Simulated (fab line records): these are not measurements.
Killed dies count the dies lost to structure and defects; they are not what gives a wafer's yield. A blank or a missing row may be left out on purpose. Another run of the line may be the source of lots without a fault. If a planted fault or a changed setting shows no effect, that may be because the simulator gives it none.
A struck lot beside a sound one -- flow gf180mcu -- 18 out of 602 route steps
Sound: the wafers L487.1, L487.3, L487.5. Wafers struck: L497.2, L497.4, L497.5. At the end, the cause is stated.
For every step that has rows: the tool of each side, followed by ch and its chambers, followed by its first start. Under that, the readings that differ: sound wafers -- struck wafers -- difference of the means -- sigmas: that difference in standard deviations of wafers without a fault.
alike: a reading whose means differ by less than 2 such deviations, as well as words and numbers matching on both sides. not compared: withheld readings; readings where some wafer has no value; bounds like >300 that might hide an equal value; numbers whose values overlap and for which the record gives no deviation.
A row with sigmas, a row that says differs or no value, or rows on one side alone: a step with any of these is where the two part. Numbers that don't overlap but have no deviation are shown without sigmas and don't part them. Lack of a reading on every wafer of one side parts them only where that side has two or more wafers.

first, 3 steps without rows for these wafers: GF_V3_EXPOSE_11 (exposes mask Via3, target cd 260 nm); GF_V3_PEB_12 (peb time 90 s); GF_V3_DEVELOP_13 (develop time 60 s).
GF_V3_CD_MEAS_14: the cd target is 260 nm.
  sound on cd-sem-01 at day 24 14:16; struck on cd-sem-01 at day 27 11:38
reading,sound,struck,difference,sigmas
cd-nm (nm),260.2 261.0 260.5,258.8 257.2 257.9,-2.6,-2
GF_V3_OVL_MEAS_15:
  sound on overlay-01 at day 24 14:23; struck on overlay-01 at day 27 11:44
  alike: V3_OVL
GF_V3_ETCH_16: etches BARC in N2/H2.
  sound on rie-diel-04 ch 0,1,2, day 24 14:25; struck on rie-diel-03 ch 0,1,2, day 27 11:46
  alike: drypump-motor-current-A, oes-product-au, throttle-valve-pct
GF_V3_ETCH_17: etches SiO2 in C4F8/O2/Ar, stops on TiN, target depth 635 nm.
  sound on rie-diel-04 ch 0,1,2; struck on rie-diel-03 ch 0,1,2
  alike: oes-product-au
GF_V3_STRIP_18: strips in O2/N2.
  sound on plasma-asher-01 ch 0, day 24 14:33; struck on plasma-asher-02 ch 0,1, day 27 11:54
  alike: drypump-motor-current-A, heater-power-w, oes-product-au
  not compared: rf-hours-counter-h
then, 2 steps without rows for these wafers: GF_V3_STRIP_19 (strips in post etch residue remover, time 1200 s); GF_V3_CLEAN_20 (cleans in DIW).
GF_V3_SPUTTER_21: material Ti, target thk 15 nm, time 80.02 s.
  sound on pvd-sputter-03 at day 24 15:05; struck on pvd-sputter-01 at day 27 12:26
  alike: throttle-valve-pct
then, 1 step without rows for these wafers: GF_V3_SPUTTER_22 (material TiN, target thk 10 nm, time 40 s).
GF_V3_CVD_23: deposits W, target thk 350 nm, time 104.9 s.
  sound on cvd-w-02 ch 0, day 24 15:11; struck on cvd-w-01 ch 0,1, day 27 12:32
reading,sound,struck,difference,sigmas
heater-power-outer-w (W),455 453 452,645 661 592,+179,+5
heater-power-w (W),778 789 811,1090 1128 987,+276,+4
susceptor-temp-C (C),399.76 400.13 399.95,420.67 420.63 420.73,+20.73,+94
model.W_of_V3_CVD_23.thk-nm (nm),341.7 344.3 345.9,494.6 495.6 498.6,+152.3,
GF_V3_RS_MEAS_24: a four-point-probe measurement.
  sound on film-metro-03 at day 24 15:17; struck on film-metro-04 at day 27 12:40
reading,sound,struck,difference,sigmas
V3_W_RS (ohm/sq),0.336 0.333 0.331,0.231 0.230 0.229,-0.103,-33
GF_V3_THK_MEAS_25: measures by xrf.
  sound on film-metro-03 at day 24 15:25; struck on film-metro-04 at day 27 12:46
reading,sound,struck,difference,sigmas
V3_W_THK (nm),355 355 355,545 545 549,+191,+31
GF_V3_CMP_26: polishes, stops on SiO2, t overpolish 15 s, target thk 0 nm.
  sound on cmp-01 ch 0,1,2, day 24 15:35; struck on cmp-02 ch 0,1,3, day 27 12:49
reading,sound,struck,difference,sigmas
time-to-endpoint-s (s),83 84 87,110 117 119,+31,+9
  alike: motor-current-A
GF_M4_SPUTTER_00: material Ti, target thk 37.5 nm, time 150 s.
  sound on pvd-sputter-01 at day 24 15:47; struck on pvd-sputter-02 at day 27 13:07
  alike: throttle-valve-pct
next, for these wafers, 1 step has no rows: GF_PASSIVATION_PROBE_99.

== WHERE THEY PART ==
First at GF_V3_CD_MEAS_14; last, within this record, at GF_V3_CMP_26. Later steps at which nothing parts them and some readings are alike: GF_M4_SPUTTER_00.

WHY: what had been put in by the simulator
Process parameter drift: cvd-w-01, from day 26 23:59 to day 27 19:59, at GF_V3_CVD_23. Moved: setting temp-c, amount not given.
